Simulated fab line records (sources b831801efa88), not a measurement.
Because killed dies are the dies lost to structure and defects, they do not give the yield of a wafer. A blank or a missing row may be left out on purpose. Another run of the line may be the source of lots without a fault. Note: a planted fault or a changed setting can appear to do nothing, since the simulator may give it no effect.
The tool behind it: which one?    flow gf180mcu    13 lots, 39 wafers sampled, at 5 steps of a route of 602

WHAT THE GAUGES SHOWED, per wafer
GF_M5_CD_MEAS_07: target cd 280 nm. Usual: 279.8 nm for cdNm, sd 1.4.
lot   measured      on        cdNm (nm)          flag
L618  day 26 06:01  cdSem-02  279.1 279.8 277.7  
L619  day 26 16:10  cdSem-01  278.2 277.8 277.5  
L621  day 27 04:00  cdSem-02  279.4 278.5 279.6  
L620  day 27 06:22  cdSem-02  281.8 282.2 282.8  
L627  day 29 04:01  cdSem-01  281.1 280.2 280.8  
L632  day 30 15:57  cdSem-02  280.4 280.3 280.5  
L634  day 31 02:03  cdSem-01  281.1 281.9 281.2  
L635  day 31 08:58  cdSem-02  279.3 279.8 279.7  
L636  day 31 14:32  cdSem-02  279.3 278.8 279.4  
L638  day 32 07:29  cdSem-02  279.8 280.0 279.4  
L640  day 32 15:59  cdSem-01  278.3 276.8 278.1  
L639  day 32 16:22  cdSem-01  282.0 282.8 282.8  
L641  day 32 20:48  cdSem-02  277.6 278.6 278.7  

GF_V5_THK_MEAS_01. Usual: for V5_CVD_00_THK the level is 302 nm and the standard deviation is 3.7.
lot   measured      on            V5_CVD_00_THK (nm)  flag
L618  day 26 07:02  filmMetro-03  308 304 305         
L619  day 26 17:02  filmMetro-04  303 299 302         
L621  day 27 04:52  filmMetro-03  307 303 304         
L620  day 27 07:15  filmMetro-04  299 299 300         
L627  day 29 04:53  filmMetro-04  298 301             
L632  day 30 16:49  filmMetro-01  299 306 300         
L634  day 31 02:55  filmMetro-01  295 295 299         
L635  day 31 10:22  filmMetro-01  300 299 300         
L636  day 31 15:26  filmMetro-03  299 302 301         
L638  day 32 08:34  filmMetro-01  307 303 298         
L640  day 32 16:51  filmMetro-03  308 305 305         
L639  day 32 17:35  filmMetro-01  298 299 303         
L641  day 32 21:49  filmMetro-04  297 302 297         

TOOL THAT RAN EACH LOT (tool first, then ch and the chambers of the sampled wafers, then the start)
lot   GF_MIM_SPUTTER_03            GF_M5_METAL_ETCH_10               GF_M5_STRIP_11
L618  pvdSputter-03, day 24 10:15  rieMetal-01 ch 1, day 26 06:11    plasmaAsher-01 ch 0,1, day 26 06:27
L619  pvdSputter-03, day 24 20:57  rieMetal-02 ch 0,1, day 26 16:21  plasmaAsher-01 ch 0,1, day 26 16:28
L621  pvdSputter-04, day 25 10:17  rieMetal-01 ch 0,1, day 27 04:10  plasmaAsher-02 ch 0, day 27 04:17
L620  pvdSputter-04, day 25 12:13  rieMetal-04 ch 0, day 27 06:32    plasmaAsher-04 ch 0,1, day 27 06:40
L627  pvdSputter-03, day 27 11:38  rieMetal-01 ch 0,1, day 29 04:11  plasmaAsher-04 ch 0,1, day 29 04:19
L632  pvdSputter-03, day 29 02:44  rieMetal-02 ch 0,1, day 30 16:07  plasmaAsher-04 ch 0,1, day 30 16:14
L634  pvdSputter-01, day 29 12:40  rieMetal-02 ch 0,1, day 31 02:12  plasmaAsher-04 ch 0,1, day 31 02:20
L635  pvdSputter-01, day 29 20:21  rieMetal-04 ch 0,1, day 31 09:08  plasmaAsher-01 ch 0,1, day 31 09:16
L636  pvdSputter-01, day 30 03:14  rieMetal-02 ch 0,1, day 31 14:41  plasmaAsher-04 ch 0,1, day 31 14:49
L638  pvdSputter-01, day 30 20:32  rieMetal-02 ch 1, day 32 07:42    plasmaAsher-04 ch 0,1, day 32 07:55
L640  pvdSputter-04, day 31 05:14  rieMetal-01 ch 0,1, day 32 16:08  plasmaAsher-02 ch 0,1, day 32 16:16
L639  pvdSputter-04, day 31 05:56  rieMetal-02 ch 0,1, day 32 16:31  plasmaAsher-01 ch 0,1, day 32 16:39
L641  pvdSputter-03, day 31 10:45  rieMetal-02 ch 1, day 32 20:57    plasmaAsher-02 ch 0,1, day 32 21:08
- GF_MIM_SPUTTER_03: material Ti, target thk 10 nm, time 6.7 s.
- GF_M5_METAL_ETCH_10: etches the open film in Cl2/BCl3, stops on SiO2, target depth 750.8 nm, time 125.1 s.
- GF_M5_STRIP_11: strips in O2/N2.

AS READ BY THE TOOLS THEMSELVES (means over the sampled wafers that have a number; for cases with no such wafer, the mark the record gives instead)
GF_MIM_SPUTTER_03. Usual: cathodeDcPowerW 3000.0 W, standard deviation 0.54; throttleValvePct 30.7 %, standard deviation 0.59.
lot   tool           cathodeDcPowerW (W)  throttleValvePct (%)  flag
L618  pvdSputter-03  2999.9               30.7                  
L619  pvdSputter-03  2999.7               30.5                  
L621  pvdSputter-04  3000.3               31.0                  
L620  pvdSputter-04  3000.1               31.3                  
L627  pvdSputter-03  2999.6               30.6                  
L632  pvdSputter-03  2999.7               30.8                  
L634  pvdSputter-01  3000.0               30.1                  
L635  pvdSputter-01  2999.9               30.6                  
L636  pvdSputter-01  3000.3               30.5                  
L638  pvdSputter-01  3000.2               30.3                  
L640  pvdSputter-04  3000.0               31.1                  
L639  pvdSputter-04  3000.0               31.1                  
L641  pvdSputter-03  3000.3               30.4                  

GF_M5_METAL_ETCH_10. Usual: drypumpMotorCurrentA 5.8 A, standard deviation 0.41; mfcCl2Sccm 79.98 sccm, standard deviation 0.23; oesProductAu 0.993 a.u., standard deviation 0.0061; throttleValvePct 28.227 %, standard deviation 0.01.
lot   tool         drypumpMotorCurrentA (A)  mfcCl2Sccm (sccm)  oesProductAu (a.u.)  throttleValvePct (%)  flag
L618  rieMetal-01  6.3                       79.97              0.993                28.235                
L619  rieMetal-02  5.8                       79.90              0.996                28.229                
L621  rieMetal-01  5.4                       79.81              0.991                28.222                
L620  rieMetal-04  5.8                       79.99              0.981                28.236                
L627  rieMetal-01  5.9                       79.94              0.940                28.284                OFF
L632  rieMetal-02  5.8                       79.91              0.997                28.230                
L634  rieMetal-02  5.8                       80.17              0.994                28.227                
L635  rieMetal-04  5.9                       80.15              0.983                28.239                
L636  rieMetal-02  6.0                       79.76              0.997                28.234                
L638  rieMetal-02  5.6                       80.18              0.998                28.222                
L640  rieMetal-01  5.9                       80.09              0.996                28.227                
L639  rieMetal-02  5.8                       80.06              1.000                28.234                
L641  rieMetal-02  5.6                       79.67              0.994                28.223                

GF_M5_STRIP_11. Usual: drypumpMotorCurrentA 5.8 A, standard deviation 0.4; heaterPowerW 364 W, standard deviation 48; oesProductAu 0.521 a.u., standard deviation 0.0053; platenTempC 250.01 C, standard deviation 0.19; stripTimeToEndpointS 6.99 s, standard deviation 0.058.
lot   tool            drypumpMotorCurrentA (A)  heaterPowerW (W)  oesProductAu (a.u.)  platenTempC (C)  stripTimeToEndpointS (s)  flag
L618  plasmaAsher-01  5.9                       365               0.520                250.00           7.04                      
L619  plasmaAsher-01  5.9                       365               0.514                250.10           6.93                      
L621  plasmaAsher-02  5.1                       311               0.527                250.16           6.97                      
L620  plasmaAsher-04  6.0                       343               0.527                250.15           7.09                      
L627  plasmaAsher-04  5.9                       373               0.529                249.97           7.23                      OFF
L632  plasmaAsher-04  6.0                       338               0.517                250.02           6.99                      
L634  plasmaAsher-04  6.0                       374               0.521                249.89           6.95                      
L635  plasmaAsher-01  5.9                       365               0.525                249.96           7.04                      
L636  plasmaAsher-04  6.1                       344               0.519                250.18           6.99                      
L638  plasmaAsher-04  5.9                       377               0.528                249.81           6.95                      
L640  plasmaAsher-02  5.2                       375               0.518                250.07           6.94                      
L639  plasmaAsher-01  5.9                       364               0.519                249.88           6.91                      
L641  plasmaAsher-02  5.2                       345               0.518                250.03           6.95                      

THE ANSWER, worked out from the rows above alone
Rule: a lot is off if the mean of its wafers that have a number lies more than 3 standard deviations from the usual mean. A lot without any number at a reading at which 4 lots or more have one is off too. All remaining lots with rows at the step are treated as sound. After the gauges, taken in route order, come the tools' own readings; for these a lot's mean is taken, as printed above. At the first step where some lot is off, the reading lying furthest off is the one used; lots without a number count as furthest.
Off: L627, at GF_M5_METAL_ETCH_10 (oesProductAu).
If a tool, at that step or one of the process steps before it, ran each lot that is off and ran no sound lot following the first of them, it fits. Of those tried, none fits.

WHAT THE SIMULATOR HAD PUT IN
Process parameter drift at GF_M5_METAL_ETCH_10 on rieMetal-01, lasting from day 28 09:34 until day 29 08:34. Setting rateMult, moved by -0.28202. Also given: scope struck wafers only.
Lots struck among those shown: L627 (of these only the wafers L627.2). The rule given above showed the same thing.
